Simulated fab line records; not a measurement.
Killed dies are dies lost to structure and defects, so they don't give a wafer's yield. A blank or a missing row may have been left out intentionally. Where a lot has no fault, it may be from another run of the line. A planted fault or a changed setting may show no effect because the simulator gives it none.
fab line records	flow sky130
[record] lots = 6	wafers = 18	last-day = 50
route steps=708 shown METAL4@622 PAD_OPEN@708
lots with no fault: from the same line, run without faults
start-h: hours from the record's opening day to when the first of the lot's shown wafers began	wait-h: hours elapsed since this lot's preceding step	" the same as in the row above	L1.1+2: one row covering several wafers at once	- no value, or no start was given	* or withheld: withheld	< > ~ a bound
route shown NAME@n: a module of which the file shows steps, and the number in the route of the first	usual: mean/standard deviation taken from wafers without a fault	same: alike in all rows	chamber/n: place in a boat	sites: per-site readings	_std_site: how widely they spread, as a standard deviation	_edge_site: mean of outer sites minus mean of inner sites	radius-mm: how far each site lies from the wafer's centre	mask NAME#n: copy n	behind: the last tool/chamber to shape the wafer	hold: cause of the lot's hold/its duration in hours/its outcome	device: the n, p or np transistor that did not switch	end of line: at the end of the route, the tests of the same wafers	for a step that has no rows: nothing shown but its recipe	killed: dies lost to structure and defects at the first sort, not the wafer's yield	map: shows each die of a wafer: x if killed, . if not, _ if none is there
set.NAME: setting as actually run; set.NAME@STEP: the setting as run at that earlier step	model.NAME: the simulator's own value behind a step, which no gauge read
a table for each step, a row for each wafer; lots at some steps of the route
services: from which hour (start-h, from the record's first day; less than 0 if before it) a tool's chamber was out of use, for how many hours, and why
[[steps]]
[step SKY_METAL4_HMDS_06]
[recipe] prime-time-s = 60	prime-temp-c = 120
[step SKY_METAL4_COAT_07]
[recipe] resist = BARC	temp-c = withheld	time-s = withheld	spin-rpm = 3000	resist-thk-nm = 60
[step SKY_METAL4_COAT_08]
[recipe] resist = KrF-thick	spin-rpm = 3000	resist-thk-nm = 1140
[step SKY_METAL4_SOFTBAKE_09]
[recipe] temp-c = 100	time-s = 90	resist = KrF-thick
[step SKY_METAL4_EXPOSE_10]
[recipe] mask-id = MM4	na = 0.68	source-shape = annular	sigma-inner = 0.4	sigma-outer = 0.8	target-cd-nm = 300	dose-mj = 28
[step SKY_METAL4_PEB_11]
[recipe] peb-temp-c = withheld	peb-time-s = withheld	resist = KrF-thick
[step SKY_METAL4_DEVELOP_12]
[recipe] develop-time-s = 60	resist = KrF-thick	dev-temp-c = 21
[step SKY_METAL4_CD_MEAS_13]
[recipe] target-cd-nm = 300
[usual] cd-nm = 299.7/1.4
lot.wafer	tool	chamber	start-h	wait-h	cd-nm
L123.1	cd-sem-01	-	981.15	-	298.6
L123.2	"	-	"	"	298.3
L123.6	"	-	"	"	300.4
L129.3	cd-sem-01	-	1016.04	-	296.4
L129.4	"	-	"	"	297.6
L129.5	"	-	"	"	299.0
L134.3	cd-sem-02	-	1092.83	-	301.3
L134.4	"	-	"	"	300.0
L134.6	"	-	"	"	300.1
L136.2	cd-sem-01	-	1097.87	-	299.9
L136.4	"	-	"	"	300.3
L136.5	"	-	"	"	299.3
L143.3	cd-sem-02	-	1110.33	-	299.0
L143.4	"	-	"	"	298.3
L143.6	"	-	"	"	300.3
L142.1	cd-sem-01	-	1110.64	-	300.2
L142.3	"	-	"	"	299.1
L142.5	"	-	"	"	299.6
[step SKY_METAL4_OVL_MEAS_14]
[usual] METAL4_OVL = -2/5.4
lot.wafer	tool	chamber	start-h	wait-h	METAL4_OVL[nm]
L123.1	overlay-02	-	981.27	0.1	2
L123.2	"	-	"	"	-4
L123.6	"	-	"	"	-7
L129.3	overlay-01	-	1016.13	0.1	-7
L129.4	"	-	"	"	-1
L129.5	"	-	"	"	-6
L134.3	overlay-02	-	1092.92	0.1	2
L134.4	"	-	"	"	3
L134.6	"	-	"	"	-7
L136.2	overlay-02	-	1097.98	0.1	1
L136.4	"	-	"	"	6
L136.5	"	-	"	"	-9
L143.3	overlay-02	-	1110.42	0.1	-15
L143.4	"	-	"	"	-1
L143.6	"	-	"	"	-1
L142.1	overlay-02	-	1110.76	0.1	-10
L142.3	"	-	"	"	-6
L142.5	"	-	"	"	-9
[step SKY_METAL4_DESCUM_15]
[recipe] chemistry = O2	source-power-w = 150	bias-power-w = 0	pressure-mtorr = 10	temp-c = 40	time-s = 8
[usual] drypump-motor-current-A = 6.07/0.25	oes-product-au = 0.992/0.01
lot.wafer	tool	chamber	start-h	wait-h	drypump-motor-current-A	oes-product-au	rf-hours-counter-h
L123.1	rie-metal-04	1	981.31	0.0	6.32	0.987	10
L123.2	"	0	"	"	6.08	0.990	13
L123.6	"	1	"	"	6.36	0.975	-
L129.3	rie-metal-03	1	1016.18	0.0	6.18	0.983	-
L129.4	"	1	"	"	6.21	0.991	-
L129.5	"	1	"	"	6.17	0.991	-
L134.3	rie-metal-01	1	1092.95	0.0	6.24	1.008	-
L134.4	"	0	"	"	5.53	1.003	-
L134.6	"	1	"	"	6.26	1.008	-
L136.2	rie-metal-04	1	1098.01	0.0	6.33	0.980	17
L136.4	"	0	"	"	6.05	0.981	-
L136.5	"	1	"	"	6.32	0.975	-
L143.3	rie-metal-01	0	1110.46	0.0	5.51	1.005	-
L143.4	"	1	"	"	6.24	1.003	-
L143.6	"	1	"	"	6.24	1.004	-
L142.1	rie-metal-04	1	1110.80	0.0	6.34	0.980	19
L142.3	"	0	"	"	6.06	0.994	-
L142.5	"	0	"	"	6.07	0.996	-
[step SKY_METAL4_ETCH_16]
[recipe] chemistry = N2/H2	target = BARC	ion-energy-ev = 200	bias-w = 100	pressure-mtorr = 30	n2-flow-sccm = 100	h2-flow-sccm = 200	icp-w = 500	stop-on = SiO2	time-s = 88.2	target-depth-a = 600
[usual] bias-w = 100.0/0.34	chamber-pressure-mTorr = 30.00/0.043	drypump-motor-current-A = 6.08/0.26	oes-product-au = 0.625/0.0046	throttle-valve-pct = 13.205/0.0096
lot.wafer	tool	chamber	start-h	wait-h	bias-w	chamber-pressure-mTorr	drypump-motor-current-A	oes-product-au	rf-hours-counter-h	throttle-valve-pct
L123.1	rie-metal-04	1	981.34	0.0	100.6	29.97	6.33	0.619	10	13.207
L123.2	"	0	"	"	99.8	29.98	6.09	0.625	13	13.207
L123.6	"	1	"	"	100.1	30.04	6.31	0.631	-	13.212
L129.3	rie-metal-03	1	1016.29	0.1	99.9	30.05	6.21	0.625	-	13.208
L129.4	"	1	"	"	99.1	30.00	6.19	0.615	-	13.213
L129.5	"	1	"	"	99.3	30.01	6.19	0.619	-	13.203
L134.3	rie-metal-01	1	1093.01	0.0	99.5	29.98	6.23	0.627	-	13.200
L134.4	"	0	"	"	99.6	30.04	5.51	0.628	-	13.201
L134.6	"	1	"	"	100.2	30.02	6.21	0.631	-	13.210
L136.2	rie-metal-04	1	1098.04	0.0	99.8	29.97	6.31	0.626	17	13.182
L136.4	"	0	"	"	99.9	29.95	6.10	0.620	-	13.204
L136.5	"	1	"	"	100.1	30.06	6.32	0.623	-	13.200
L143.3	rie-metal-01	0	1110.51	0.0	99.7	30.01	5.51	0.627	-	13.193
L143.4	"	1	"	"	99.8	30.00	6.24	0.629	-	13.196
L143.6	"	1	"	"	99.7	29.99	6.25	0.622	-	13.212
L142.1	rie-metal-04	1	1110.83	0.0	99.8	30.01	6.34	0.622	19	13.206
L142.3	"	0	"	"	100.1	29.93	6.09	0.613	-	13.190
L142.5	"	0	"	"	100.3	30.01	6.07	0.627	-	13.195
[step SKY_METAL4_ETCH_17]
[recipe] target = SiO2	stop-on = TiN	chemistry = C4F8/O2/Ar	source-w = 1500	bias-w = 1200	pressure-mtorr = 40	c4f8-flow-sccm = withheld	O2_flow_sccm = 6	Ar_flow_sccm = 300	time-s = 3.9	target-depth-a = 150
[usual] bias-w = 1200/3.4	chamber-pressure-mTorr = 40.00/0.035	oes-product-au = 0.752/0.0076
lot.wafer	tool	chamber	start-h	wait-h	bias-w	chamber-pressure-mTorr	oes-product-au	rf-hours-counter-h
L123.1	rie-diel-04	3	981.44	0.1	1196	40.01	0.754	9
L123.2	"	2	"	"	1200	40.02	0.763	14
L123.6	"	2	"	"	1201	40.01	0.760	-
L129.3	rie-diel-03	1	1016.42	0.1	1199	40.03	0.756	18
L129.4	"	0	"	"	1192	40.05	0.760	18
L129.5	"	3	"	"	1200	39.98	0.756	-
L134.3	rie-diel-04	1	1093.07	0.0	1202	39.99	0.752	29
L134.4	"	0	"	"	1200	40.01	0.754	28
L134.6	"	0	"	"	1200	40.07	0.755	-
L136.2	rie-diel-02	0	1098.14	0.1	1201	39.96	0.752	17
L136.4	"	3	"	"	1201	39.95	0.757	21
L136.5	"	0	"	"	1202	39.99	0.756	-
L143.3	rie-diel-03	2	1110.58	0.0	1194	40.05	0.750	23
L143.4	"	3	"	"	1193	40.03	0.748	22
L143.6	"	3	"	"	1197	40.07	0.759	-
L142.1	rie-diel-02	0	1110.93	0.1	1199	40.04	0.745	17
L142.3	"	2	"	"	1199	40.02	0.744	9
L142.5	"	1	"	"	1201	40.06	0.745	-
[step SKY_METAL4_METAL_ETCH_18]
[recipe] target-depth-a = 8450	stop-on = SiO2	over-etch-frac = 0.3	time-s = 183.1	chemistry = Cl2/BCl3	resist-sidewall-deg = 88	pressure-mtorr = 10	icp-w = 900	bias-w = 48.5	Cl2_flow_sccm = 60	bcl3-flow-sccm = 30
[usual] bcl3-flow-sccm = 30.00/0.097	bias-w = 48.55/0.13	drypump-motor-current-A = 6.01/0.29	oes-product-au = 0.864/0.0074	throttle-valve-pct = 22.264/0.009
lot.wafer	tool	chamber	start-h	wait-h	bcl3-flow-sccm	bias-w	drypump-motor-current-A	oes-product-au	rf-hours-counter-h	throttle-valve-pct	model.KrF-thick_of_METAL4_COAT_08.thk-nm	model.SiO2_of_VIA3_HDPCVD_00.thk-nm
L123.1	rie-metal-01	0	981.46	0.0	29.94	48.58	5.53	0.868	15	22.262	530.9	435.4
L123.2	"	1	"	"	29.96	48.70	6.20	0.860	3	22.256	527.6	436.9
L123.6	"	1	"	"	30.08	48.31	6.22	0.859	-	22.290	530.6	436.3
L129.3	rie-metal-01	0	1016.50	0.1	29.88	48.74	5.53	0.861	-	22.259	535	436
L129.4	"	1	"	"	29.93	48.51	6.25	0.866	-	22.261	532.4	434.3
L129.5	"	1	"	"	29.95	48.45	6.25	0.867	-	22.261	530.3	435.5
L134.3	rie-metal-04	0	1093.15	0.1	-	-	-	-	-	-	1078	459.8
L134.4	"	1	"	"	-	-	-	-	-	-	1077	460.9
L134.6	"	1	"	"	-	-	-	-	-	-	1078	460.9
L136.2	rie-metal-01	1	1098.16	0.0	-	-	-	-	-	-	1081	461.7
L136.4	"	1	"	"	-	-	-	-	-	-	1079	459.6
L136.5	"	1	"	"	-	-	-	-	-	-	1079	461.3
L143.3	rie-metal-03	0	1110.71	0.1	29.95	48.61	5.74	0.875	-	22.259	516.4	435
L143.4	"	0	"	"	29.90	48.74	5.74	0.874	-	22.277	518.9	434.1
L143.6	"	0	"	"	29.93	48.57	5.75	0.867	-	22.283	520.4	434
L142.1	rie-metal-01	0	1110.95	0.0	30.10	48.53	5.54	0.856	22	22.268	529.7	436.4
L142.3	"	1	"	"	30.04	48.69	6.21	0.863	-	22.268	528.9	434.1
L142.5	"	1	"	"	29.91	48.69	6.24	0.864	-	22.248	531.6	437
[step SKY_METAL4_STRIP_19]
[recipe] chemistry = O2/N2	power-w = 1400	pressure-mtorr = 1500	platen-temp-c = withheld	o2-flow-sccm = 3000	n2-flow-sccm = 300	overash-fraction = 0.5
[usual] drypump-motor-current-A = 6.1/0.53	oes-product-au = 0.505/0.0056	strip-time-to-endpoint-s = 6.60/0.087
lot.wafer	tool	chamber	start-h	wait-h	drypump-motor-current-A	oes-product-au	rf-hours-counter-h	strip-time-to-endpoint-s
L123.1	plasma-asher-01	0	981.63	0.1	6.3	0.515	87	6.57
L123.2	"	1	"	"	6.4	0.499	87	6.54
L123.6	"	0	"	"	6.3	0.505	-	6.56
L129.3	plasma-asher-04	0	1016.65	0.1	5.2	0.501	-	6.62
L129.4	"	1	"	"	6.7	0.499	-	6.58
L129.5	"	0	"	"	5.2	0.500	-	6.56
L134.3	plasma-asher-03	1	1093.30	0.1	6.3	0.714	-	11.87
L134.4	"	0	"	"	5.7	0.714	-	11.85
L134.6	"	1	"	"	6.4	0.709	-	11.88
L136.2	plasma-asher-03	1	1098.33	0.1	6.4	0.717	70	11.89
L136.4	"	0	"	"	5.6	0.705	-	11.89
L136.5	"	1	"	"	6.3	0.709	-	11.87
L143.3	plasma-asher-04	0	1110.98	0.2	5.2	0.502	-	6.43
L143.4	"	1	"	"	6.8	0.499	-	6.47
L143.6	"	1	"	"	6.8	0.499	-	6.49
L142.1	plasma-asher-01	1	1111.12	0.1	6.4	0.504	97	6.55
L142.3	"	0	"	"	6.3	0.508	-	6.55
L142.5	"	1	"	"	6.4	0.497	-	6.57
[step SKY_METAL4_STRIP_20]
[recipe] chemistry = post-etch-residue-remover	time-s = 1200	temp-c = 72.5
[step SKY_PAD_OPEN_PROBE_99]
[usual] defect-limited-yield = 82.6/2	killed_at_M0_to_M3 = 43/7.3	killed_at_M4_up = 3.4/1.7	killed-at-contacts = 24/4.5	killed-at-front-end = 16/4.4	killed-at-other = 0.2/0.51	killed-dies = 86/9.7	killed-on-rim = 17/3.7	killed-open = 46/6.6	killed-short = 39/7.1	sort_bin_3_pad_short = 0.9/0.45	sort_bin_5_function = 10.4/1.4	sort_bin_6_memory = 6.2/1.2	sort-n-pass = 406/9.7	sort-yield-pct = 82.6/2
[same] gross-dies = 492	killed-at-back-side = 0	sort_bin_4_leakage[%] = 0	sort_bin_8_speed[%] = 0
lot.wafer	tool	chamber	start-h	wait-h	defect-limited-yield[%]	killed_at_M0_to_M3	killed_at_M4_up	killed-at-contacts	killed-at-front-end	killed-at-other	killed-dies	killed-on-rim	killed-open	killed-short	sort_bin_3_pad_short[%]	sort_bin_5_function[%]	sort_bin_6_memory[%]	sort-n-pass	sort-yield-pct[%]
L123.1	prober-02	-	1077.55	0.1	83.5	48	4	19	10	0	81	20	45	36	0.2	11.2	5.1	411	83.5
L123.2	prober-02	-	1077.60	0.1	85.2	35	3	23	10	2	73	16	41	31	0.6	7.9	6.3	419	85.2
L123.6	prober-02	-	1077.80	0.2	80.9	49	2	27	16	0	94	15	55	39	1.8	10.8	6.5	398	80.9
L129.3	prober-01	-	1106.83	0.2	86.2	32	3	25	8	0	68	16	33	35	0.4	9.8	3.7	424	86.2
L129.4	prober-01	-	1106.88	0.2	81.5	51	3	26	10	1	91	14	51	40	1.4	10.0	7.1	401	81.5
L129.5	prober-01	-	1106.93	0.2	82.9	37	3	30	14	0	84	14	44	40	1.2	11.4	4.5	408	82.9
L134.3	prober-01	-	1175.53	0.2	0	42	413	25	12	0	492	96	47	36	1.0	92.5	6.5	0	0
L134.4	prober-01	-	1175.58	0.2	0	34	424	21	12	1	492	96	35	33	0.6	94.1	5.3	0	0
L134.6	prober-01	-	1175.68	0.2	0	38	413	21	20	0	492	96	43	38	0.6	93.1	6.3	0	0
L136.2	prober-01	-	1179.01	0.1	0	45	403	23	21	0	492	96	51	38	0.2	92.5	7.3	0	0
L136.4	prober-01	-	1179.11	0.2	0	49	399	27	17	0	492	96	55	40	0.8	91.9	7.3	0	0
L136.5	prober-01	-	1179.16	0.2	0	49	395	30	18	0	492	96	63	37	0.8	92.9	6.3	0	0
L142.1	prober-01	-	1190.90	0.1	80.9	49	7	19	19	0	94	13	49	45	0.6	11.8	6.7	398	80.9
L142.3	prober-01	-	1191.00	0.2	77.2	60	3	30	18	1	112	23	52	59	1.4	12.6	8.7	380	77.2
L142.5	prober-01	-	1191.10	0.2	80.7	53	5	18	19	0	95	18	46	48	2.0	11.2	6.1	397	80.7
L143.3	prober-01	-	1191.30	0.3	83.9	33	5	26	15	0	79	14	44	35	0.8	10.4	4.9	413	83.9
L143.4	prober-01	-	1191.35	0.3	84.8	32	1	22	20	0	75	16	39	36	0.6	9.3	5.3	417	84.8
L143.6	prober-01	-	1191.45	0.3	81.9	48	2	29	10	0	89	20	52	37	1.0	10.4	6.7	403	81.9
// killed by level:class
L123.1 VIA2:geometric-particle:open=10 METAL1:geometric-particle:short=8 CONTACT:geometric-particle:open=7 LOCAL_INTERCONNECT:geometric-particle:short=6 VIA1:geometric-particle:short=6 VIA3:geometric-particle:open=6 VIA1:geometric-particle:open=4 METAL1:geometric-particle:open=3
L123.2 VIA1:geometric-particle:open=10 CONTACT:geometric-particle:open=7 CONTACT:geometric-particle:short=5 METAL2:geometric-particle:short=5 LI_CONTACT:geometric-particle:open=4 METAL1:geometric-particle:short=4 METAL2:geometric-particle:open=4 POLY_GATE:geometric-particle:open=3
L123.6 VIA1:geometric-particle:open=15 CONTACT:geometric-particle:open=8 VIA3:geometric-particle:open=8 METAL1:geometric-particle:short=7 LI_CONTACT:geometric-particle:open=6 LOCAL_INTERCONNECT:geometric-particle:short=5 FIELD_ISO:geometric-particle:open=4 CONTACT:geometric-particle:short=4
L129.3 VIA1:geometric-particle:open=8 CONTACT:geometric-particle:short=7 VIA2:geometric-particle:open=7 LI_CONTACT:geometric-particle:open=6 LOCAL_INTERCONNECT:geometric-particle:short=4 VIA3:geometric-particle:open=4 POLY_GATE:geometric-particle:short=3 METAL4:geometric-particle:short=3
L129.4 VIA1:geometric-particle:open=13 CONTACT:geometric-particle:open=12 VIA2:geometric-particle:open=9 LOCAL_INTERCONNECT:geometric-particle:short=7 VIA1:geometric-particle:short=6 METAL1:geometric-particle:short=5 LI_CONTACT:geometric-particle:open=5 VIA2:geometric-particle:short=5
L129.5 VIA1:geometric-particle:open=12 CONTACT:geometric-particle:open=10 CONTACT:geometric-particle:short=8 VIA2:geometric-particle:open=7 LI_CONTACT:geometric-particle:open=6 METAL2:geometric-particle:short=6 LOCAL_INTERCONNECT:geometric-particle:short=5 FIELD_ISO:geometric-particle:open=4
L134.3 METAL4:area-etch=407 VIA1:geometric-particle:open=10 METAL1:geometric-particle:short=7 CONTACT:geometric-particle:open=7 LI_CONTACT:geometric-particle:open=6 LI_CONTACT:geometric-particle:short=5 VIA3:geometric-particle:short=5 VIA2:geometric-particle:open=5
L134.4 METAL4:area-etch=422 VIA2:geometric-particle:open=7 LI_CONTACT:geometric-particle:open=6 CONTACT:geometric-particle:short=6 CONTACT:geometric-particle:open=5 METAL1:geometric-particle:open=5 LI_CONTACT:geometric-particle:short=4 METAL1:geometric-particle:short=4
L134.6 METAL4:area-etch=411 FIELD_ISO:geometric-particle:open=7 METAL1:geometric-particle:short=7 VIA1:geometric-particle:open=7 METAL2:geometric-particle:short=6 CONTACT:geometric-particle:open=5 VIA2:geometric-particle:short=5 POLY_GATE:geometric-particle:short=4
L136.2 METAL4:area-etch=400 VIA1:geometric-particle:open=13 CONTACT:geometric-particle:open=11 METAL2:geometric-particle:short=8 VIA1:geometric-particle:short=7 FIELD_ISO:geometric-particle:open=6 VIA2:geometric-particle:open=5 LOCAL_INTERCONNECT:geometric-particle:short=4
L136.4 METAL4:area-etch=396 VIA1:geometric-particle:open=11 CONTACT:geometric-particle:open=9 FIELD_ISO:geometric-particle:open=7 METAL2:geometric-particle:short=6 LI_CONTACT:geometric-particle:open=6 VIA2:geometric-particle:short=6 VIA2:geometric-particle:open=6
L136.5 METAL4:area-etch=392 VIA1:geometric-particle:open=17 CONTACT:geometric-particle:open=11 CONTACT:geometric-particle:short=8 VIA1:geometric-particle:short=7 FIELD_ISO:geometric-particle:open=6 POLY_GATE:geometric-particle:open=6 LI_CONTACT:geometric-particle:open=6
L142.1 VIA2:geometric-particle:open=11 VIA1:geometric-particle:open=9 METAL2:geometric-particle:short=6 LI_CONTACT:geometric-particle:open=6 CONTACT:geometric-particle:open=6 FIELD_ISO:geometric-particle:short=4 POLY_GATE:geometric-particle:short=4 VIA1:geometric-particle:short=4
L142.3 VIA1:geometric-particle:open=16 CONTACT:geometric-particle:short=11 CONTACT:geometric-particle:open=11 METAL2:geometric-particle:short=9 VIA1:geometric-particle:short=9 VIA2:geometric-particle:open=6 POLY_CUT:geometric-particle:short=5 LI_CONTACT:geometric-particle:open=5
L142.5 VIA2:geometric-particle:open=13 LI_CONTACT:geometric-particle:open=8 POLY_GATE:geometric-particle:short=7 VIA1:geometric-particle:short=6 METAL2:geometric-particle:short=6 VIA2:geometric-particle:short=6 VIA3:geometric-particle:open=6 CONTACT:geometric-particle:open=5
L143.3 CONTACT:geometric-particle:open=13 VIA1:geometric-particle:open=11 CONTACT:geometric-particle:short=7 LI_CONTACT:geometric-particle:open=6 FIELD_ISO:geometric-particle:short=4 METAL2:geometric-particle:short=4 VIA2:geometric-particle:open=4 FIELD_ISO:geometric-particle:open=3
L143.4 CONTACT:geometric-particle:open=10 FIELD_ISO:geometric-particle:open=5 POLY_GATE:geometric-particle:open=5 LOCAL_INTERCONNECT:geometric-particle:short=5 METAL2:geometric-particle:short=5 METAL1:geometric-particle:short=4 VIA1:geometric-particle:short=4 VIA1:geometric-particle:open=4
L143.6 VIA1:geometric-particle:open=13 CONTACT:geometric-particle:open=12 VIA2:geometric-particle:open=10 LI_CONTACT:geometric-particle:open=7 FIELD_ISO:geometric-particle:short=6 VIA1:geometric-particle:short=6 CONTACT:geometric-particle:short=5 METAL1:geometric-particle:short=5
// map L134.3 (x killed, . not)
__________xxxxxxxxxx_________
________xxxxxxxxxxxxxx_______
______xxxxxxxxxxxxxxxxxx_____
_____xxxxxxxxxxxxxxxxxxxx____
____xxxxxxxxxxxxxxxxxxxxxx___
___xxxxxxxxxxxxxxxxxxxxxxxx__
__xxxxxxxxxxxxxxxxxxxxxxxxxx_
_xxxxxxxxxxxxxxxxxxxxxxxxxxxx
_xxxxxxxxxxxxxxxxxxxxxxxxxxxx
_xxxxxxxxxxxxxxxxxxxxxxxxxxxx
_xxxxxxxxxxxxxxxxxxxxxxxxxxxx
_xxxxxxxxxxxxxxxxxxxxxxxxxxxx
_xxxxxxxxxxxxxxxxxxxxxxxxxxxx
_xxxxxxxxxxxxxxxxxxxxxxxxxxxx
_xxxxxxxxxxxxxxxxxxxxxxxxxxxx
__xxxxxxxxxxxxxxxxxxxxxxxxxx_
___xxxxxxxxxxxxxxxxxxxxxxxx__
____xxxxxxxxxxxxxxxxxxxxxx___
_____xxxxxxxxxxxxxxxxxxxx____
______xxxxxxxxxxxxxxxxxx_____
________xxxxxxxxxxxxxx_______
__________xxxxxxxxxx_________
// map L136.2 (x killed, . not)
__________xxxxxxxxxx_________
________xxxxxxxxxxxxxx_______
______xxxxxxxxxxxxxxxxxx_____
_____xxxxxxxxxxxxxxxxxxxx____
____xxxxxxxxxxxxxxxxxxxxxx___
___xxxxxxxxxxxxxxxxxxxxxxxx__
__xxxxxxxxxxxxxxxxxxxxxxxxxx_
_xxxxxxxxxxxxxxxxxxxxxxxxxxxx
_xxxxxxxxxxxxxxxxxxxxxxxxxxxx
_xxxxxxxxxxxxxxxxxxxxxxxxxxxx
_xxxxxxxxxxxxxxxxxxxxxxxxxxxx
_xxxxxxxxxxxxxxxxxxxxxxxxxxxx
_xxxxxxxxxxxxxxxxxxxxxxxxxxxx
_xxxxxxxxxxxxxxxxxxxxxxxxxxxx
_xxxxxxxxxxxxxxxxxxxxxxxxxxxx
__xxxxxxxxxxxxxxxxxxxxxxxxxx_
___xxxxxxxxxxxxxxxxxxxxxxxx__
____xxxxxxxxxxxxxxxxxxxxxx___
_____xxxxxxxxxxxxxxxxxxxx____
______xxxxxxxxxxxxxxxxxx_____
________xxxxxxxxxxxxxx_______
__________xxxxxxxxxx_________
[[services]]
tool	chamber	start-h	hours	kind
plasma-asher-04	-	980.15	4.3	pm
rie-metal-01	-	980.42	0.4	repair
plasma-asher-01	-	995.79	9.6	repair
rie-metal-03	0	997.53	-	clean
rie-metal-03	0	997.53	24.1	scheduled-down
rie-metal-03	0	997.53	24.1	vent-cycle
rie-diel-04	-	1007.82	2.8	pm
rie-diel-02	2	1009.68	12.5	repair
plasma-asher-03	-	1010.90	2.8	pm
rie-diel-04	-	1028.51	0.6	repair
rie-diel-02	2	1033.80	4.3	repair
rie-metal-04	1	1048.17	2.6	repair
rie-diel-03	2	1055.07	6.5	repair
rie-metal-04	0	1056.61	1.1	repair
rie-diel-04	-	1063.35	0.6	repair
plasma-asher-04	-	1071.51	1.7	repair
plasma-asher-04	-	1076.18	2.8	pm
plasma-asher-01	-	1084.12	15.0	repair
plasma-asher-04	-	1098.00	0.7	repair
plasma-asher-01	-	1099.07	2.8	pm
plasma-asher-01	-	1101.82	4.3	pm
rie-metal-03	1	1110.38	10.4	repair
[[key]]
[first-sign] step = SKY_METAL4_METAL_ETCH_18	reading = tool-record	direction = missing
[effect] step = SKY_METAL4_STRIP_19	reading = strip-time-to-endpoint-s	direction = up	sigmas = 61	usual = *	struck = *
[effect] step = SKY_PAD_OPEN_PROBE_99	reading = killed_at_M4_up	direction = up	sigmas = 99+	usual = 3.4	struck = 407.8
[model-effect] step = SKY_METAL4_METAL_ETCH_18	value = KrF-thick_of_METAL4_COAT_08.thk-nm	without = 537.4	struck = 1079
[more-kills-born-at] SKY_METAL4_METAL_ETCH_18@rie-metal-04 = 1240	SKY_METAL4_METAL_ETCH_18@rie-metal-01 = 1188
met-at SKY_METAL4_METAL_ETCH_18
struck-wafers L134.3,L134.4,L134.6,L136.2,L136.4,L136.5
later-rows-left-out L134.3,L134.4,L134.6,L136.2,L136.4,L136.5
onset-between 1016.50 1093.15
[fault] kind = skipped-step-whole	tool = rie-metal-01,rie-metal-04	chamber = -	onset-h = 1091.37	steps = SKY_METAL4_METAL_ETCH_18	scope = struck-lots-only
// later-rows-left-out: the simulator's readings of these wafers behind a module that went badly wrong aren't trusted and aren't shown, but for the sort
